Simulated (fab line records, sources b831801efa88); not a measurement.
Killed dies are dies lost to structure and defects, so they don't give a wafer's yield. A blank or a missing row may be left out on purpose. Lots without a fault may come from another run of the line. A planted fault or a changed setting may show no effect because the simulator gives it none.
fab line records | flow gf180mcu
record lots=13 wafers=39 last_day=34
route steps=602 shown NWELL@50 POLY_GATE@171 SAB@274 CONTACT@289
lots that met no fault: from a run of the same line without faults
start_h: hours from the record's first day to the start of the lot's first wafer shown | wait_h: hours since the lot's step before | " the same as in the row above | L1.1+2: a row that stands for several wafers | - no value, or no start given | * or withheld: withheld | < > ~ a bound
route shown NAME@n: a module of which the file shows steps, and the number in the route of the first | usual: mean/standard deviation of fault-free wafers | same: alike in all rows | chamber/n: place in a boat | sites: the reading at each site | _std_site: their standard deviation | _edge_site: outer sites' mean less inner sites' | radius_mm: how far each site lies from the wafer's centre | mask NAME#n: copy n | behind: the tool/chamber that last shaped the wafer | hold: why the lot was held/for how many hours/how that ended | device: the transistor (n, p or np) that didn't switch | end of line: the same wafers' tests at the end of the route | a step without rows: its recipe alone | killed: dies lost to structure and defects at the first sort, not the wafer's yield | map: a wafer's dies, x killed, . not, _ none there
set.NAME: the setting as run; set.NAME@STEP: as run at that earlier step | model.NAME: the simulator's own value behind a step, which no gauge read
steps of the route over a sample of lots; a table a step, a row a wafer
services: from which hour (start_h, from the record's first day; less than 0 if before it) a tool's chamber was out of use, for how many hours, and why
## steps
# step GF_NWELL_IMPLANT_08
# recipe species=P energy_kev=450 dose_cm2=1.5e+13 tilt_deg=0
# usual faraday_current_uA=84.8/1.5
# columns lot.wafer tool chamber start_h wait_h faraday_current_uA
L836.1 implanter-03 0 60.13 0.0 83.8
L836.4 " 0 " " 82.1
L836.6 " 0 " " 84.9
L837.1 implanter-02 0 66.87 0.0 84.2
L837.3 " 0 " " 84.1
L837.6 " 0 " " 83.7
L838.1 implanter-01 0 71.67 0.0 84.1
L838.3 " 0 " " 83.4
L838.5 " 0 " " 86.2
L842.2 implanter-03 0 101.03 0.0 83.7
L842.3 " 0 " " 83.1
L842.4 " 0 " " 86.5
L845.1 implanter-01 0 110.93 0.0 86.5
L845.2 " 0 " " 82.4
L845.3 " 0 " " 83.4
L846.2 implanter-01 0 113.79 0.0 83.9
L846.5 " 0 " " 83.7
L846.6 " 0 " " 84.7
L847.2 implanter-02 0 121.88 0.0 83.5
L847.3 " 0 " " 84.0
L847.6 " 0 " " 83.8
L848.1 implanter-03 0 127.51 0.0 85.2
L848.2 " 0 " " 85.8
L848.3 " 0 " " 86.6
L851.2 implanter-03 0 142.45 0.0 86.9
L851.3 " 0 " " 84.9
L851.4 " 0 " " 84.1
L852.1 implanter-02 0 149.31 0.0 82.3
L852.3 " 0 " " 84.6
L852.4 " 0 " " 84.7
L855.2 implanter-03 0 169.23 0.0 85.1
L855.3 " 0 " " 86.1
L855.5 " 0 " " 88.3
L856.1 implanter-02 0 170.53 0.0 85.3
L856.2 " 0 " " 85.0
L856.6 " 0 " " 88.0
L857.3 implanter-01 0 176.01 0.1 83.9
L857.4 " 0 " " 85.8
L857.5 " 0 " " 88.0
# step GF_VT_IMPLANT_RS_MEAS_47
# recipe thk_meas_gauge=four-point-probe
# usual NWELL_RS=487.7/1.3
# columns lot.wafer tool chamber start_h wait_h NWELL_RS[ohm/sq]
L836.1 film_metro-03 - 162.90 0.1 490.1
L836.4 " - " " 488.2
L836.6 " - " " 490.5
L837.1 film_metro-03 - 172.07 0.1 487.8
L837.3 " - " " 488.3
L837.6 " - " " 486.9
L838.1 film_metro-03 - 179.09 0.1 488.5
L838.3 " - " " 488.7
L838.5 " - " " 487.7
L842.2 film_metro-03 - 214.56 0.1 485.8
L842.3 " - " " 485.7
L842.4 " - " " 485.9
L845.1 film_metro-03 - 227.77 0.1 491.8
L845.2 " - " " 492.3
L845.3 " - " " 491.7
L846.2 film_metro-01 - 229.71 0.1 492.0
L846.5 " - " " 491.8
L846.6 " - " " 490.8
L847.2 film_metro-03 - 239.01 0.1 486.2
L847.3 " - " " 486.9
L847.6 " - " " 487.5
L848.1 film_metro-03 - 247.56 0.1 488.5
L848.2 " - " " 489.4
L848.3 " - " " 489.5
L851.2 film_metro-01 - 266.08 0.1 488.9
L851.3 " - " " 487.7
L851.4 " - " " 488.4
L852.1 film_metro-01 - 275.21 0.1 489.2
L852.3 " - " " 490.5
L852.4 " - " " 490.2
L855.2 film_metro-03 - 298.22 0.1 486.3
L855.3 " - " " 486.6
L855.5 " - " " 486.4
L856.1 film_metro-01 - 299.74 0.1 487.6
L856.2 " - " " 487.0
L856.6 " - " " 487.9
L857.3 film_metro-01 - 306.25 0.1 486.5
L857.4 " - " " 489.2
L857.5 " - " " 487.6
# step GF_POLY_GATE_STRIP_14
# recipe chemistry=O2/N2 power_w=1400 pressure_mtorr=1500 platen_temp_c=250 o2_flow_sccm=3000 n2_flow_sccm=300 overash_fraction=0.5
# usual drypump_motor_current_A=5.7/0.52 heater_power_w=346/26 oes_product_au=0.505/0.0044 platen_temp_c=249.99/0.16
# columns lot.wafer tool chamber start_h wait_h drypump_motor_current_A heater_power_w oes_product_au platen_temp_c rf_hours_counter_h
L836.1 plasma_asher-03 1 204.44 0.0 5.5 288 0.505 249.89 47
L836.4 " 0 " " 5.6 368 0.507 249.94 -
L836.6 " 0 " " 5.6 366 0.507 249.88 -
L837.1 plasma_asher-03 1 213.48 0.0 5.5 289 0.506 250.08 48
L837.3 " 0 " " 5.6 377 0.503 249.83 -
L837.6 " 1 " " 5.5 286 0.501 250.46 -
L838.1 plasma_asher-01 0 219.68 0.0 6.6 366 0.513 249.92 54
L838.3 " 1 " " 5.2 347 0.509 250.15 -
L838.5 " 0 " " 6.6 374 0.507 249.88 -
L842.2 plasma_asher-02 1 256.88 0.0 5.3 339 0.510 249.93 15
L842.3 " 0 " " 5.4 329 0.505 250.16 -
L842.4 " 1 " " 5.3 354 0.514 250.09 -
L845.1 plasma_asher-01 1 271.29 0.0 5.2 351 0.510 250.23 60
L845.2 " 0 " " 6.6 366 0.505 250.10 60
L845.3 " 0 " " 6.6 375 0.502 250.00 -
L846.2 plasma_asher-02 1 274.93 0.0 5.3 344 0.508 249.77 17
L846.5 " 0 " " 5.4 333 0.502 249.98 -
L846.6 " 1 " " 5.4 346 0.502 250.01 -
L847.2 plasma_asher-01 1 282.53 0.0 5.2 351 0.505 249.87 61
L847.3 " 1 " " 5.2 357 0.508 250.10 -
L847.6 " 1 " " 5.2 358 0.511 250.15 -
L848.1 plasma_asher-02 0 292.53 0.0 5.4 329 0.508 249.74 19
L848.2 " 1 " " 5.3 333 0.506 250.01 19
L848.3 " 0 " " 5.4 336 0.503 249.93 -
L851.2 plasma_asher-01 1 311.38 0.0 5.2 355 0.502 250.14 63
L851.3 " 0 " " 6.6 367 0.508 250.05 -
L851.4 " 1 " " 5.2 347 0.505 250.06 -
L852.1 plasma_asher-01 1 321.58 0.0 5.2 352 0.511 249.88 64
L852.3 " 1 " " 5.2 359 0.515 249.88 -
L852.4 " 0 " " 6.6 369 0.498 249.91 -
L855.2 plasma_asher-03 1 347.64 0.0 5.6 285 0.508 249.92 63
L855.3 " 1 " " 5.6 290 0.508 250.02 -
L855.5 " 1 " " 5.5 301 0.502 249.57 -
L856.1 plasma_asher-02 0 350.19 0.0 5.4 329 0.501 249.89 25
L856.2 " 1 " " 5.3 349 0.503 250.38 25
L856.6 " 0 " " 5.4 322 0.503 249.97 -
L857.3 plasma_asher-01 0 354.56 0.1 6.6 369 0.506 249.62 -
L857.4 " 1 " " 5.2 350 0.511 250.06 -
L857.5 " 0 " " 6.6 374 0.501 249.86 -
# step GF_SAB_OVL_MEAS_10
# usual SAB_OVL=1.4/1.2
# columns lot.wafer tool chamber start_h wait_h SAB_OVL[nm]
L836.1 overlay-01 - 350.19 0.1 2.3
L836.4 " - " " 2.2
L836.6 " - " " 3.0
L837.1 overlay-02 - 359.11 0.1 0.8
L837.3 " - " " 0.9
L837.6 " - " " 2.2
L838.1 overlay-01 - 367.23 0.1 -0.2
L838.3 " - " " 0.9
L838.5 " - " " 1.2
L842.2 overlay-02 - 411.25 0.1 2.4
L842.3 " - " " 3.2
L842.4 " - " " 3.5
L845.1 overlay-02 - 431.09 0.1 1.8
L845.2 " - " " -0.1
L845.3 " - " " 1.4
L846.2 overlay-01 - 435.24 0.1 2.5
L846.5 " - " " 1.4
L846.6 " - " " 1.2
L847.2 overlay-02 - 443.49 0.1 0.6
L847.3 " - " " 2.6
L847.6 " - " " 1.4
L848.1 overlay-01 - 457.96 0.1 -0.5
L848.2 " - " " 1.9
L848.3 " - " " 0.2
L851.2 overlay-01 - 477.69 0.1 1.3
L851.3 " - " " -1.4
L851.4 " - " " 1.5
L852.1 overlay-01 - 491.04 0.1 1.8
L852.3 " - " " 0.7
L852.4 " - " " 0.9
L855.2 overlay-02 - 519.99 0.1 3.0
L855.3 " - " " 2.0
L855.5 " - " " 1.8
L856.1 overlay-01 - 520.28 0.1 0.4
L856.2 " - " " 1.8
L856.6 " - " " 0.4
L857.3 overlay-02 - 530.55 0.1 -0.6
L857.4 " - " " 0.3
L857.5 " - " " 0.5
# step GF_CONTACT_CVD_02
# recipe material=SiO2 target_thk_nm=860 precursor=TEOS temp_c=400 time_s=95.992 rf_w=600
# usual heater_power_w=641/87
# columns lot.wafer tool chamber start_h wait_h heater_power_w
L836.1 pecvd-02 1 351.21 0.1 736
L836.4 " 2 " " 700
L836.6 " 1 " " 606
L837.1 pecvd-01 1 360.21 0.1 604
L837.3 " 0 " " 643
L837.6 " 2 " " 844
L838.1 pecvd-01 1 368.24 0.1 591
L838.3 " 2 " " 753
L838.5 " 2 " " 785
L842.2 pecvd-03 1 412.25 0.0 488
L842.3 " 2 " " 741
L842.4 " 1 " " 543
L845.1 pecvd-02 0 432.10 0.1 523
L845.2 " 2 " " 684
L845.3 " 1 " " 633
L846.2 pecvd-03 1 436.24 0.0 521
L846.5 " 1 " " 552
L846.6 " 2 " " 719
L847.2 pecvd-02 0 444.50 0.0 589
L847.3 " 2 " " 632
L847.6 " 1 " " 720
L848.1 pecvd-03 1 458.99 0.1 519
L848.2 " 0 " " 651
L848.3 " 2 " " 747
L851.2 pecvd-03 0 478.71 0.0 602
L851.3 " 1 " " 522
L851.4 " 0 " " 649
L852.1 pecvd-02 2 492.08 0.1 630
L852.3 " 1 " " 723
L852.4 " 0 " " 558
L855.2 pecvd-01 1 520.99 0.0 613
L855.3 " 2 " " 771
L855.5 " 2 " " 815
L856.1 pecvd-03 0 521.38 0.1 648
L856.2 " 1 " " 530
L856.6 " 0 " " 669
L857.3 pecvd-02 2 531.54 0.0 591
L857.4 " 2 " " 649
L857.5 " 0 " " 460
## services
# columns tool chamber start_h hours kind
implanter-03 - 36.48 1.8 repair
implanter-01 - 42.43 4.2 pm
implanter-02 - 55.62 6.2 repair
plasma_asher-01 - 73.45 1.2 repair
plasma_asher-01 - 114.97 34.7 repair
pecvd-02 2 124.59 16.0 repair
plasma_asher-01 - 129.34 1.2 repair
pecvd-02 1 166.40 9.6 repair
implanter-03 - 193.77 0.7 repair
pecvd-02 2 211.40 8.6 repair
pecvd-03 - 267.38 0.7 repair
implanter-03 - 269.16 44.1 repair
plasma_asher-01 - 284.31 3.5 repair
implanter-03 - 295.48 9.5 repair
implanter-03 - 328.87 1.4 repair
pecvd-03 - 351.95 5.5 pm
implanter-03 - 364.85 3.9 pm
pecvd-02 - 368.88 14.0 pm
implanter-03 - 372.34 3.9 repair
implanter-03 - 382.29 2.3 repair
plasma_asher-01 - 421.25 9.0 pm
pecvd-03 0 426.80 4.8 repair
plasma_asher-01 - 461.27 5.4 repair
pecvd-03 - 473.94 1.3 repair
## key
first_sign step=GF_VT_IMPLANT_RS_MEAS_47 reading=NWELL_RS direction=up sigmas=3.1 usual=487.7 struck=491.7
effect none on later readings
met_at GF_NWELL_IMPLANT_08
struck_lots L845,L846
tester_left_out L845,L846
not_acting_at GF_POLY_GATE_STRIP_14,GF_SAB_OVL_MEAS_10,GF_CONTACT_CVD_02
onset_between 71.67 110.93
fault kind=process_parameter_drift tool=implanter-01 chamber=- onset_h=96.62 steps=GF_NWELL_IMPLANT_08 channel=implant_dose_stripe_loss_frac offset=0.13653 shape=step end_h=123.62
# tester_left_out: of these lots the tester's yield and bins aren't shown, on N5 and GAA mostly nor the transistor test; their killed dies are dies lost to structure and defects alone, not to doping, threshold or leakage, so they don't give the yield
